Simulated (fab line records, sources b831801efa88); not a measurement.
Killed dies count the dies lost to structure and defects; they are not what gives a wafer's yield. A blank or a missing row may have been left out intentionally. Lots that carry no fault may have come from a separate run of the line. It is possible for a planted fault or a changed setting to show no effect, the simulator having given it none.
Split-lot trial -- flow gf180mcu -- 23 wafers read from 5 lots, route of 602 steps

== ON THE SPLIT ==
At GF_SALICIDE_SPUTTER_03 (material TiN, target thk 20 nm, time 16.7 s), the setting power w was moved away from the recipe's 6500 W on 10 of the 23 wafers read, by -8.0% to +11.4%. This setting was run at the recipe's value on the other wafers.

The file shows no step between the split and the reading.

== THE READING ==
SALICIDE_TIN_THK, in nm, at GF_SALICIDE_THK_MEAS_05 (measures by xrf). A value of 20.23 nm with a standard deviation of 0.26 nm is what fault-free wafers of this fab line usually give.

wafer,"tool, chamber at the split","power w as run, W",against the recipe,"SALICIDE_TIN_THK, nm",against lot-mates on the recipe
L075.1,"pvd sputter-02, -",6500,recipe,19.93,-
L075.2,"pvd sputter-02, -",6500,recipe,20.06,-
L075.4,"pvd sputter-02, -",6500,recipe,20.06,-
L075.5,"pvd sputter-02, -",5981,-8.0%,18.12,-1.90
L075.6,"pvd sputter-02, -",5981,-8.0%,18.49,-1.53
L082.1,"pvd sputter-02, -",6500,recipe,20.03,-
L082.2,"pvd sputter-02, -",6500,recipe,20.47,-
L082.3,"pvd sputter-02, -",6752,+3.9%,21.14,+0.89
L082.4,"pvd sputter-02, -",6500,recipe,20.25,-
L082.5,"pvd sputter-02, -",6752,+3.9%,21.51,+1.26
L083.2,"pvd sputter-01, -",6500,recipe,20.15,-
L083.3,"pvd sputter-01, -",6500,recipe,20.42,-
L083.4,"pvd sputter-01, -",6500,recipe,20.47,-
L084.1,"pvd sputter-01, -",7241,+11.4%,22.35,+2.61
L084.2,"pvd sputter-01, -",7241,+11.4%,22.37,+2.62
L084.3,"pvd sputter-01, -",7241,+11.4%,21.97,+2.22
L084.4,"pvd sputter-01, -",6500,recipe,19.96,-
L084.5,"pvd sputter-01, -",6500,recipe,19.53,-
L085.1,"pvd sputter-04, -",6218,-4.3%,19.48,-0.62
L085.2,"pvd sputter-04, -",6500,recipe,20.01,-
L085.3,"pvd sputter-04, -",6218,-4.3%,19.46,-0.64
L085.4,"pvd sputter-04, -",6218,-4.3%,19.28,-0.82
L085.6,"pvd sputter-04, -",6500,recipe,20.19,-

FIT RESULTS
A straight line over all 23 wafers: SALICIDE_TIN_THK changes by +0.198 nm for each +1% of power w; r = +0.97; the points scatter about the line by 0.28 nm.
The same after taking each lot's own level away (the mean of its wafers on the recipe; 23 wafers): +0.213 nm for each +1%; r = +0.99; scatter 0.19 nm.
According to that fit, moving power w by its largest amount changes the reading by 2.4 nm.
The span of the lots' own levels, 19.745 to 20.347 nm, comes to 2.3 times the standard deviation stated above.
The two slopes agree, so the slope changes little with the lot-to-lot level.
Check: +2.46 nm against its lot-mates is what the line predicts for one of the wafers moved furthest among these (+11.4%) when that wafer is left out of the fit. Against them it came out at +2.61 nm.

== THE OTHER SPLITS THESE WAFERS WENT THROUGH ==
Note: prior to the reading, these wafers also went through further splits. Each is held against what the fit with the lots' levels taken away leaves over:
other split on the same wafers,wafers away from the commonest value,r with SALICIDE_TIN_THK (lot level and that fit taken away)
GF_HV_LDD_COAT_14 resist thk nm,8,+0.27
GF_HV_LDD_IMPLANT_21 energy kev,5,+0.37
GF_HV_LDD_IMPLANT_33 dose cm2,10,+0.24
GF_HV_LDD_IMPLANT_48 energy kev,11,+0.31
GF_HV_LDD_CVD_56 time s,15,+0.13
GF_PSD_COAT_02 spin rpm,4,+0.24
GF_PSD_EXPOSE_04 dose mj,2,+0.25
GF_SAB_CVD_00 time s,8,+0.31
GF_SAB_DEVELOP_08 develop time s,9,-0.07

== THE WHOLE CHAIN: every reading that the file lists as answering this split, in the file's order ==
step,what it does,reading,change (the file's fit),r (the file's)
GF_SALICIDE_SPUTTER_03,"material TiN, target thk 20 nm, time 16.7 s","TiN_of_SALICIDE_SPUTTER_03.thk nm (the simulator's own value, which no gauge read)",+0.215 nm for each +1% of the setting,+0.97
GF_SALICIDE_THK_MEAS_05,measures by xrf,SALICIDE_TIN_THK,+0.216 for each +1% of the setting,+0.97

== THE FILE'S OWN FIT ==
SALICIDE_TIN_THK changes by +0.216 nm for each +1% of power w, r = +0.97.
